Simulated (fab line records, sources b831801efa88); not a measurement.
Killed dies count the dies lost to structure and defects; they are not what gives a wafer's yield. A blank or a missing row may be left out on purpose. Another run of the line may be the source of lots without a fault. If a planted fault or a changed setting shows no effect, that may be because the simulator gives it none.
The tool behind it: which one? + flow sky130 + 6 lots with 18 wafers sampled at 2 steps, on a route of 708 steps

== WHAT EACH GAUGE READ, for each wafer ==
SKY_VT_ADJUST_HVTP_CD_MEAS_07 targets a cd of 380 nm.
| lot  | measured     | on        | cd_nm (nm)        |
|------|--------------|-----------|-------------------|
| L431 | day 6 19:57  | cd_sem-01 | 379.9 380.6 383.6 |
| L433 | day 7 15:52  | cd_sem-01 | 379.0 380.1 378.7 |
| L439 | day 8 23:07  | cd_sem-01 | 379.9 379.0 376.4 |
| L446 | day 10 15:41 | cd_sem-01 | 377.7 379.1 377.5 |
| L447 | day 11 06:48 | cd_sem-01 | 376.1 375.1 376.3 |
| L450 | day 12 02:20 | cd_sem-01 | 379.6 377.0 380.8 |

== TOOL THAT RAN EACH LOT (tool first, then ch and the chambers of the sampled wafers, then the start) ==
| lot  | SKY_VT_ADJUST_HVTP_EXPOSE_04        |
|------|-------------------------------------|
| L431 | iline_stepper-01 ch 0, day 6 09:59  |
| L433 | iline_stepper-02 ch 0, day 7 06:28  |
| L439 | iline_stepper-02 ch 0, day 8 12:49  |
| L446 | iline_stepper-02 ch 0, day 10 04:53 |
| L447 | iline_stepper-01 ch 0, day 10 19:23 |
| L450 | iline_stepper-01 ch 0, day 11 14:19 |
- SKY_VT_ADJUST_HVTP_EXPOSE_04: exposes mask HVTPM, target cd 380 nm.

== THE ANSWER, worked out from the rows above alone ==
Rule: what is usual is taken from the lots themselves. The widest of any qualifying gaps counts: lots, ordered by their means at a reading, are off when they make up no more than a third of the lots, leave a main group of 4 or more, and stand apart from it by 3 or more times the standard deviation of that group's means. A main group whose means are all the same, to the digits that the tables above print for the reading, isn't used. Also off: a lot with no number at a reading for which 4 or more lots have one. Where the step has rows for the other lots, those lots are counted as sound.
Across all readings shown, no lot is off: no conclusion can be drawn from this.

== WHAT THE SIMULATOR HAD PUT IN ==
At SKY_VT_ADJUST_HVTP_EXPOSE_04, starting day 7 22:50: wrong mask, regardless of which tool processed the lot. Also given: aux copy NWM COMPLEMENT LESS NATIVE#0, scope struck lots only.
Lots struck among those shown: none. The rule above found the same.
